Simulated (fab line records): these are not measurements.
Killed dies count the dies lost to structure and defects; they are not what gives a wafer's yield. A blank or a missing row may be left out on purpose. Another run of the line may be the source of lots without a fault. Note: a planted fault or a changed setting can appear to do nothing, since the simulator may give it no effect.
Struck lot and sound lot, side by side + flow gf180mcu + 22 steps out of a route of 602
Sound: the wafers L720.3, L720.5, L720.6. Struck: wafers L736.1, L736.2. (L736.4 of the same lot was not struck and is left out.) The cause comes at the end.
Each step with rows lists, per side, the tool, then ch with its chambers, then its first start. Under that, the readings that differ: sound wafers + struck wafers + difference of the means + sigmas: that difference in standard deviations of wafers without a fault.
alike: same words and numbers on both sides, and readings whose means sit less than 2 such deviations apart. not compared: any withheld reading, any reading some wafer has no value for, any bound like >300 that may hide the same value, and any number with overlapping values for which the record gives no deviation.
Wherever a step has rows on one side only, a row that says differs or no value, or a row with sigmas, the two part there. Non-overlapping numbers with no deviation appear without sigmas and do not part them. Lack of a reading on every wafer of one side parts them only where that side has two or more wafers.

first, 3 steps without rows for these wafers: GF_M2_STRIP_18 (strips in post etch residue remover, time 1157 s); GF_M2_CLEAN_19 (cleans in DIW); GF_V2_CVD_00 (deposits SiO2, target thk 600 nm, time 100 s).
GF_V2_THK_MEAS_01:
  struck on film-metro-04, day 26 05:54; sound on film-metro-04, day 20 13:32
  alike: V2_CVD_00_THK
GF_V2_CVD_02: deposits SiO2 from TEOS, target thk 850 nm, time 94.851 s.
  sound on pecvd-04 ch 0,1,2, day 20 13:34; struck on pecvd-02 ch 0,1, day 26 05:58
  alike: heater-power-w
GF_V2_THK_MEAS_03:
  struck on film-metro-02, day 26 06:02; sound on film-metro-01, day 20 13:40
| reading            | sound       | struck  | difference | sigmas |
|--------------------|-------------|---------|------------|--------|
| V2_CVD_02_THK (nm) | 856 866 854 | 835 837 | -23        | -2     |
GF_V2_CMP_04: polishes SiO2.
  sound on cmp-02 ch 0,2,3, day 20 13:51; struck on cmp-02 ch 1,3, day 26 06:05
| reading                | sound    | struck | difference | sigmas |
|------------------------|----------|--------|------------|--------|
| time-to-endpoint-s (s) | 85 88 86 | 75 74  | -12        | -2     |
  alike: motor-current-A, slurry-flow-ml-min
GF_V2_BOW_MEAS_05:
  struck on film-metro-01, day 26 06:23; sound on film-metro-04, day 20 14:02
  alike: V2_BOW
then, 4 steps without rows for these wafers: GF_V2_DEHYDRATE_06 (time 60 s); GF_V2_HMDS_07 (prime time 60 s); GF_V2_COAT_08; GF_V2_COAT_09 (resist thk 1000 nm).
GF_V2_SOFTBAKE_10: time 60 s.
  sound on litho-track-03 ch 0, day 21 02:00; struck on litho-track-01 ch 0, day 26 16:00
| reading                  | sound             | struck      | difference | sigmas |
|--------------------------|-------------------|-------------|------------|--------|
| heater-power-total-W (W) | 93.04 93.07 93.15 | 98.60 98.61 | +5.52      | +99    |
| run-length-s (s)         | 89.45 89.24 89.10 | 79.41 79.53 | -9.79      | -89    |
then, 3 steps without rows for these wafers: GF_V2_EXPOSE_11 (exposes mask Via2, target cd 260 nm); GF_V2_PEB_12 (peb time 90 s); GF_V2_DEVELOP_13 (develop time 60 s).
GF_V2_CD_MEAS_14 targets a cd of 260 nm.
  struck on cd-sem-01, day 27 02:44; sound on cd-sem-02, day 21 13:31
| reading    | sound             | struck      | difference | sigmas |
|------------|-------------------|-------------|------------|--------|
| cd-nm (nm) | 261.3 260.8 260.8 | 255.7 256.7 | -4.8       | -4     |
GF_V2_OVL_MEAS_15:
  struck on overlay-01, day 27 02:51; sound on overlay-02, day 21 13:36
  alike: V2_OVL
GF_V2_ETCH_16: etches BARC in N2/H2.
  sound on rie-diel-03 ch 1,2,3, day 21 13:38; struck on rie-diel-03 ch 1,2, day 27 02:53
| reading             | sound           | struck      | difference | sigmas |
|---------------------|-----------------|-------------|------------|--------|
| model.V2.cd-nm (nm) | 260.9 260 260.4 | 255.6 256.8 | -4.2       |        |
  alike: drypump-motor-current-A, oes-product-au, throttle-valve-pct
GF_V2_ETCH_17: etches SiO2 in C4F8/O2/Ar, stops on TiN, target depth 630 nm.
  sound: rie-diel-03 ch 1,2,3; struck: rie-diel-03 ch 1,2
| reading             | sound             | struck      | difference | sigmas |
|---------------------|-------------------|-------------|------------|--------|
| model.V2.cd-nm (nm) | 260.5 260.5 260.4 | 255.1 257.6 | -4.1       |        |
  alike: oes-product-au
GF_V2_STRIP_18: strips in O2/N2.
  sound on plasma-asher-02 ch 0,1, day 21 13:47; struck on plasma-asher-01 ch 0,1, day 27 03:01
| reading                | sound | struck | difference                   | sigmas |
|------------------------|-------|--------|------------------------------|--------|
| rf-hours-counter-h (h) | - - - | 81 81  | no value on the sound wafers |        |
  alike: drypump-motor-current-A, heater-power-w, oes-product-au
then, 1 step without rows for these wafers: GF_PASSIVATION_PROBE_99.

== WHERE THEY PART ==
Earliest at GF_V2_THK_MEAS_03; latest, in this record, at GF_V2_STRIP_18.

WHY: whatever the simulator had introduced
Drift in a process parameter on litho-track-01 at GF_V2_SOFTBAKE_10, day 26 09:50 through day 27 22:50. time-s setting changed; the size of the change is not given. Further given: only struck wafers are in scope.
